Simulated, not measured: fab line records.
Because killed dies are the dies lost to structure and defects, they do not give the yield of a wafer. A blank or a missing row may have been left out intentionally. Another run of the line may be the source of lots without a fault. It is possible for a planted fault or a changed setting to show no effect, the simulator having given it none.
Which tool was responsible? | flow gf180mcu | Sampling: 14 lots, 41 wafers, 5 of 602 route steps

## WHAT THE GAUGES READ, wafer by wafer
GF_POLY_GATE_THK_MEAS_17.
lot  | measured     | on            | POLY_GATE_OXIDATION_THK (nm)
L425 | day 9 05:10  | film-metro-01 | 4.10 4.10
L426 | day 9 12:02  | film-metro-02 | 3.82 3.87 3.85
L428 | day 9 22:23  | film-metro-02 | 4.22 4.05 4.03
L429 | day 10 08:40 | film-metro-01 | 4.00 4.08 4.09
L430 | day 10 15:36 | film-metro-01 | 3.98 3.92 3.97
L436 | day 12 16:16 | film-metro-01 | 3.93 4.02 4.01
L437 | day 13 00:49 | film-metro-04 | 4.06 4.05 4.01
L441 | day 14 02:08 | film-metro-02 | 4.00 4.03 3.97
L442 | day 14 07:35 | film-metro-02 | 4.02 4.04 4.00
L444 | day 15 01:39 | film-metro-02 | 3.91 3.87 3.91
L445 | day 15 09:49 | film-metro-02 | 3.96 3.89 3.79
L446 | day 15 22:05 | film-metro-04 | 4.16 4.08 4.14
L448 | day 16 08:49 | film-metro-02 | 3.94 3.96 3.96
L447 | day 16 08:50 | film-metro-01 | 3.96 3.92 4.00

GF_HV_LDD_OVL_MEAS_20.
lot  | measured     | on         | HV_LDD_01_OVL (nm)
L425 | day 10 17:34 | overlay-01 | -1.4 -1.6
L426 | day 10 22:34 | overlay-02 | -0.8 -0.4 0.9
L428 | day 11 11:43 | overlay-01 | -1.9 0.0 0.3
L429 | day 11 22:37 | overlay-02 | -1.7 -1.5 -1.6
L430 | day 12 05:22 | overlay-02 | 0.4 0.6 0.1
L436 | day 14 09:07 | overlay-02 | 1.3 -1.1 -0.1
L437 | day 14 19:22 | overlay-01 | -0.9 -1.0 -0.8
L441 | day 15 20:16 | overlay-01 | 2.3 2.8 1.5
L442 | day 16 02:14 | overlay-02 | 0.5 0.0 -1.7
L444 | day 16 20:31 | overlay-02 | -0.2 1.0 0.8
L445 | day 17 04:35 | overlay-02 | 1.7 -0.2 -0.3
L446 | day 17 17:34 | overlay-01 | -0.4 0.9 -0.8
L448 | day 18 04:33 | overlay-02 | 1.0 1.2 1.6
L447 | day 18 04:13 | overlay-01 | -1.1 0.8 0.1

GF_HV_LDD_TW_MEAS_38.
lot  | measured     | on            | HV_LDD_3_TW
L425 | day 11 12:54 | film-metro-04 | 1440 1437
L426 | day 11 17:58 | film-metro-01 | 1452 1456 1454
L428 | day 12 07:59 | film-metro-04 | 1437 1436 1439
L429 | day 12 19:00 | film-metro-01 | 1450 1455 1453
L430 | day 13 01:51 | film-metro-01 | 1447 1443 1444
L436 | day 15 07:41 | film-metro-03 | 1388 1394 1384
L437 | day 15 17:40 | film-metro-01 | 1416 1421 1422
L441 | day 16 18:30 | film-metro-01 | 1454 1464 1447
L442 | day 17 01:04 | film-metro-01 | 1440 1438 1450
L444 | day 17 19:13 | film-metro-03 | 1411 1415 1400
L445 | day 18 03:43 | film-metro-04 | 1436 1428 1428
L446 | day 18 18:01 | film-metro-04 | 1438 1429 1432
L448 | day 19 05:27 | film-metro-03 | 1412 1414 1414
L447 | day 19 05:03 | film-metro-01 | 1446 1452 1443

GF_HV_LDD_RS_MEAS_53: uses a four-point probe to measure.
lot  | measured     | on            | HV_LDD_RS (ohm/sq)
L425 | day 12 08:34 | film-metro-03 | 413.3 412.1
L426 | day 12 13:26 | film-metro-04 | 412.9 412.3 413.3
L428 | day 13 03:59 | film-metro-01 | 413.9 414.2 413.9
L429 | day 13 15:57 | film-metro-01 | 415.9 414.4 415.3
L430 | day 13 22:41 | film-metro-04 | 413.9 413.7 413.6
L436 | day 16 04:55 | film-metro-04 | 417.3 418.5 417.2 417.4 418.1 416.4
L437 | day 16 14:54 | film-metro-03 | 415.8 416.6 416.9 415.8 417.1 416.6
L441 | day 17 16:35 | film-metro-01 | 413.5 414.1 413.7
L442 | day 17 22:56 | film-metro-03 | 413.0 413.9 413.4
L444 | day 18 18:30 | film-metro-03 | 412.9 412.2 412.7
L445 | day 19 03:48 | film-metro-01 | 412.8 413.9 414.2
L446 | day 19 17:50 | film-metro-03 | 412.0 412.4 412.0
L448 | day 20 06:04 | film-metro-03 | 412.5 412.4 412.7
L447 | day 20 05:29 | film-metro-03 | 413.4 412.6 411.7

## EACH LOT AND THE TOOL THAT RAN IT (in order: tool; ch and the chambers of the sampled wafers; start)
lot  | GF_HV_LDD_IMPLANT_35
L425 | implanter-03 ch 0, day 11 12:31
L426 | implanter-04 ch 0, day 11 17:35
L428 | implanter-04 ch 0, day 12 07:35
L429 | implanter-04 ch 0, day 12 18:37
L430 | implanter-04 ch 0, day 13 01:28
L436 | implanter-01 ch 0, day 15 07:17
L437 | implanter-01 ch 0, day 15 17:17
L441 | implanter-04 ch 0, day 16 18:07
L442 | implanter-04 ch 0, day 17 00:43
L444 | implanter-04 ch 0, day 17 18:50
L445 | implanter-04 ch 0, day 18 03:21
L446 | implanter-03 ch 0, day 18 17:38
L448 | implanter-03 ch 0, day 19 05:03
L447 | implanter-04 ch 0, day 19 04:40
- GF_HV_LDD_IMPLANT_35

## AS READ BY THE TOOLS THEMSELVES (means over the sampled wafers that have a number; for cases with no such wafer, the mark the record gives instead)
GF_HV_LDD_IMPLANT_35.
lot  | tool         | dose-ions-cm2 | faraday-current-uA
L425 | implanter-03 | 7.483e+12     | 42.0
L426 | implanter-04 | 7.501e+12     | 42.5
L428 | implanter-04 | 7.493e+12     | 41.9
L429 | implanter-04 | 7.504e+12     | 42.7
L430 | implanter-04 | 7.499e+12     | 42.4
L436 | implanter-01 | 5.905e+12     | 33.0
L437 | implanter-01 | 5.899e+12     | 33.0
L441 | implanter-04 | 7.494e+12     | 42.2
L442 | implanter-04 | 7.502e+12     | 42.6
L444 | implanter-04 | 7.505e+12     | 42.7
L445 | implanter-04 | 7.502e+12     | 42.0
L446 | implanter-03 | 7.489e+12     | 42.2
L448 | implanter-03 | 7.498e+12     | 43.0
L447 | implanter-04 | 7.495e+12     | 42.0

## THE ANSWER, worked out from the rows above alone
Rule: the usual values come from the lots themselves. The widest of any qualifying gaps counts: lots, ordered by their means at a reading, are off when they make up no more than a third of the lots, leave a main group of 4 or more, and stand apart from it by 3 or more times the standard deviation of that group's means. A main group whose means are all the same, to the digits that the tables above print for the reading, isn't used. A lot without any number at a reading at which 4 lots or more have one is off too. Any other lot the step has rows for is counted as sound. The gauges are gone through in route order, then the tools' own readings, and for those a lot's mean is taken as printed above. At the first step where some lot is off, the reading lying furthest off is the one used; lots without a number count as furthest.
Off: L436, L437 (GF_HV_LDD_IMPLANT_35, dose-ions-cm2). For the main group the mean is 7.497e+12 and the standard deviation 6.3e+09.
A tool fits if, at that step or a process step before it, it ran every lot that is off, and no sound lot after the first of them. One fits: implanter-01 at GF_HV_LDD_IMPLANT_35. It ran no sound lot before its first lot that is off in this sample, so the start can't be narrowed down.
The tool's own readings at GF_HV_LDD_IMPLANT_35 bear it out: on the lots that are off they differ by more than 5 times the standard deviation of the sound lots' means. dose-ions-cm2 reads 5.902e+12 there against 7.497e+12 on the sound lots; faraday-current-uA reads 33.0 there against 42.4 on the sound lots.

## WHAT HAD BEEN PUT IN BY THE SIMULATOR
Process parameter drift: implanter-01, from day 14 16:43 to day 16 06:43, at GF_HV_LDD_IMPLANT_35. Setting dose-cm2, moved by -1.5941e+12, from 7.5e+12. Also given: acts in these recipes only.
Shown lots that were struck: L436, L437. This agrees with what the rule above found.
